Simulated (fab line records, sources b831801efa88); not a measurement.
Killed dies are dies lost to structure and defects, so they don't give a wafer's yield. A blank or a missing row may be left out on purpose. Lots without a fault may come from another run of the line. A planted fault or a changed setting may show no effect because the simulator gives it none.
Which tool did it? | flow gf180mcu | 6 lots, 18 wafers sampled, at 1 step of a route of 602

WHAT THE GAUGES READ, wafer by wafer
GF_POLY_GATE_OVL_MEAS_11.
lot  | measured     | on         | POLY_GATE_OVL (nm)
L632 | day 9 21:13  | overlay-01 | 2 5 8
L636 | day 11 04:20 | overlay-01 | -7 -1 -3
L642 | day 13 11:39 | overlay-02 | -7 -10 -5
L644 | day 13 19:18 | overlay-02 | 5 9 2
L650 | day 15 05:19 | overlay-01 | 2 2 -1
L652 | day 16 00:40 | overlay-01 | -7 -3 -2

WHICH TOOL RAN EACH LOT (tool, then ch and the chambers of the sampled wafers, then the start)
The record holds no process step before these readings.

THE ANSWER, worked out from the rows above alone
Rule: what is usual is taken from the lots themselves. Put in order of their means at a reading, lots are off if they are a third of the lots or fewer, leave a main group of 4 or more, and stand apart from it by a gap of 3 or more times the standard deviation of the main group's means; of several such gaps the widest counts. A main group whose means are all the same, to the digits that the tables above print for the reading, isn't used. A lot without any number at a reading at which 4 lots or more have one is off too. The other lots that the step has rows for count as sound.
No lot is off at any reading shown: from this, nothing can be told.

WHAT THE SIMULATOR HAD PUT IN
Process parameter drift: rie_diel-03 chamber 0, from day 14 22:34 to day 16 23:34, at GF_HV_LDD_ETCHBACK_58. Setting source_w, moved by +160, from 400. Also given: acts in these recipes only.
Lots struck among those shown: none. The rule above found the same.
